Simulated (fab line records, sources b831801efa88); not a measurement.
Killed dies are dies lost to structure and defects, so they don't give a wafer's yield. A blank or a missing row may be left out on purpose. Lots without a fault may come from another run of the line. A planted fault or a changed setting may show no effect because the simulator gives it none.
Problem report in the 8D (eight disciplines) form, filled by code | flow gf180mcu | the parts of the form that need people (team, actions taken, sign-off) are left out

1. THE PROBLEM
faraday_current_uA at GF_HV_LDD_IMPLANT_34 reads a mean of 47.3 on 5 wafers of 2 lots; wafers without a fault read 42.4 with a standard deviation of 0.82. That is +5.9 standard deviations from the usual mean.
First seen on wafer L401.1, day 16 01:54, on implanter-03. The record holds 41 wafers of 14 lots with a number at this step. Rule for "out", or "out of limits": more than 4 standard deviations from the usual mean. The other wafers with a number count as sound.

2. WHAT IT IS AND WHAT IT IS NOT
question                    | is                            | is not
which readings at this step | faraday_current_uA, beam_on_s | -
which lots                  | L401, L403                    | L388, L389, L393, L394, L395, L396, L397, L398, L407, L409, L410, L411
which wafers of those lots  | all that have a number        | -
read on which tools         | implanter-03                  | implanter-01, implanter-04
when                        | from day 16 01:54             | up to then (24 sound wafers); but 12 sound wafers of L407, L409, L410, L411 came after

3. SUSPECTS, AND WHAT RULES EACH OUT
Counting: a tool at a process step up to the reading stays a suspect if it ran every lot that is out and no sound lot after the first of them.
- implanter-03 at GF_HV_LDD_IMPLANT_34: ruled out as a lasting fault. Sound lots L411 ran on it after its first lot that is out, L401 (day 16 01:54).
Left after counting: nothing in the record.

4. THE CAUSE (what the simulator had put in)
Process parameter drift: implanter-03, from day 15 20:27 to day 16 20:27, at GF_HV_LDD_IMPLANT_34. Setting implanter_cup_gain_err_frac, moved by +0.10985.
Counting ruled it out, wrongly.

5. THE CHAIN OF EFFECTS, in route order
Each row: a reading whose mean over the struck wafers that have a number lies more than 3 standard deviations from the usual. Only readings for which the record gives a usual standard deviation are gone through. hours: the time from each lot's start at the first step in this table that gives one to its start at this step, as a median over the lots. sigmas: the change in usual standard deviations.
hours | step                 | reading            | usual  | on struck wafers | change | sigmas
0     | GF_HV_LDD_IMPLANT_34 | beam_on_s          | 9.97 s | 8.95             | -1.02  | -5.1
0     | GF_HV_LDD_IMPLANT_34 | faraday_current_uA | 42.4   | 47.3             | +4.9   | +5.9
The process steps in it:
- GF_HV_LDD_IMPLANT_34

6. WHAT WOULD HAVE CAUGHT IT SOONER
In this record the first reading out of limits was taken at day 16 01:54, 5 hours after the fault began at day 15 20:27.
